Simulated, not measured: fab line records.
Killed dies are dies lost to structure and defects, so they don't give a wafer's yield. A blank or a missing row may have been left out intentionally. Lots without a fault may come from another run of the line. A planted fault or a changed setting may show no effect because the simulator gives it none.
Chamber matching / flow gf180mcu / GF_CONTACT_CMP_27 on cmp-01 has 4 sister chambers
The step polishes, stops on SiO2, t overpolish 15 s, target thk 0 nm. 18 wafers are shown with their chamber, then 9 later ones without.

WAFERS PAIRED WITH THEIR CHAMBERS
wafer=L563.2; chamber=3; motor-current-A (A)=12.5; time-to-endpoint-s (s)=81; overpolish-run-s (s)=14.994
wafer=L563.3; chamber=0; motor-current-A (A)=15.2; time-to-endpoint-s (s)=69; overpolish-run-s (s)=14.998
wafer=L563.4; chamber=2; motor-current-A (A)=14.0; time-to-endpoint-s (s)=68; overpolish-run-s (s)=14.990
wafer=L564.1; chamber=1; motor-current-A (A)=12.0; time-to-endpoint-s (s)=80; overpolish-run-s (s)=14.986
wafer=L564.2; chamber=3; motor-current-A (A)=11.9; time-to-endpoint-s (s)=81; overpolish-run-s (s)=15.013
wafer=L564.6; chamber=1; motor-current-A (A)=11.3; time-to-endpoint-s (s)=81; overpolish-run-s (s)=14.994
wafer=L565.1; chamber=3; motor-current-A (A)=12.1; time-to-endpoint-s (s)=82; overpolish-run-s (s)=15.005
wafer=L565.3; chamber=1; motor-current-A (A)=11.1; time-to-endpoint-s (s)=82; overpolish-run-s (s)=14.974
wafer=L565.5; chamber=2; motor-current-A (A)=13.9; time-to-endpoint-s (s)=73; overpolish-run-s (s)=14.999
wafer=L566.1; chamber=0; motor-current-A (A)=14.2; time-to-endpoint-s (s)=70; overpolish-run-s (s)=14.992
wafer=L566.3; chamber=2; motor-current-A (A)=13.5; time-to-endpoint-s (s)=71; overpolish-run-s (s)=15.013
wafer=L569.5; chamber=0; motor-current-A (A)=16.1; time-to-endpoint-s (s)=68; overpolish-run-s (s)=14.991
wafer=L579.2; chamber=0; motor-current-A (A)=14.5; time-to-endpoint-s (s)=67; overpolish-run-s (s)=14.986
wafer=L579.4; chamber=3; motor-current-A (A)=11.7; time-to-endpoint-s (s)=74; overpolish-run-s (s)=14.988
wafer=L579.5; chamber=3; motor-current-A (A)=11.8; time-to-endpoint-s (s)=73; overpolish-run-s (s)=14.996
wafer=L580.1; chamber=2; motor-current-A (A)=13.8; time-to-endpoint-s (s)=65; overpolish-run-s (s)=15.011
wafer=L580.2; chamber=0; motor-current-A (A)=14.7; time-to-endpoint-s (s)=63; overpolish-run-s (s)=14.991
wafer=L580.4; chamber=1; motor-current-A (A)=11.9; time-to-endpoint-s (s)=71; overpolish-run-s (s)=14.982

SIGNATURES (averages over the wafers above)
reading=motor-current-A; chamber 0=14.940; chamber 1=11.575; chamber 2=13.800; chamber 3=12.000; scatter within a chamber=0.488
reading=time-to-endpoint-s; chamber 0=67.40; chamber 1=78.50; chamber 2=69.25; chamber 3=78.20; scatter within a chamber=3.94
reading=overpolish-run-s; chamber 0=14.99160; chamber 1=14.98400; chamber 2=15.00325; chamber 3=14.99920; scatter within a chamber=0.00852
Rule: for a wafer and a chamber, the distance is found by dividing, reading by reading, the gap between the wafer's reading and the chamber's mean by the reading's scatter, squaring, summing and taking the root. The wafer belongs to the nearest chamber; if the next one is less than 2 further off, it can't be placed. The scatter is the square root of a quotient: the sum, over the shown wafers, of each reading's squared deviation from its chamber's mean, divided by wafers minus chambers.

WAFERS WHOSE CHAMBER IS MISSING
wafer=L581.1; motor-current-A (A)=12.0; time-to-endpoint-s (s)=77; overpolish-run-s (s)=14.984
wafer=L581.4; motor-current-A (A)=15.0; time-to-endpoint-s (s)=67; overpolish-run-s (s)=15.004
wafer=L581.5; motor-current-A (A)=11.4; time-to-endpoint-s (s)=79; overpolish-run-s (s)=14.995
wafer=L582.2; motor-current-A (A)=13.9; time-to-endpoint-s (s)=67; overpolish-run-s (s)=14.995
wafer=L582.5; motor-current-A (A)=11.1; time-to-endpoint-s (s)=73; overpolish-run-s (s)=15.008
wafer=L582.6; motor-current-A (A)=14.9; time-to-endpoint-s (s)=67; overpolish-run-s (s)=14.996
wafer=L584.1; motor-current-A (A)=15.6; time-to-endpoint-s (s)=68; overpolish-run-s (s)=14.996
wafer=L584.2; motor-current-A (A)=12.0; time-to-endpoint-s (s)=84; overpolish-run-s (s)=15.003
wafer=L584.3; motor-current-A (A)=13.2; time-to-endpoint-s (s)=70; overpolish-run-s (s)=15.006

WHICH CHAMBER EACH WENT THROUGH
wafer=L581.1; from the rows above=can't be placed: 1 or 3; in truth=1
wafer=L581.4; from the rows above=can't be placed: 0 or 2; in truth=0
wafer=L581.5; from the rows above=can't be placed: 3 or 1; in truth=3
wafer=L582.2; from the rows above=can't be placed: 2 or 0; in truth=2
wafer=L582.5; from the rows above=can't be placed: 3 or 1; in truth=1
wafer=L582.6; from the rows above=can't be placed: 0 or 2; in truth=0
wafer=L584.1; from the rows above=0; in truth=0
wafer=L584.2; from the rows above=can't be placed: 3 or 1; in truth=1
wafer=L584.3; from the rows above=2; in truth=2
Correctly placed: 2 of 9. Cannot be placed on the basis of these rows: 7; the candidates contain the true chamber in 7. Placed wrongly: 0.
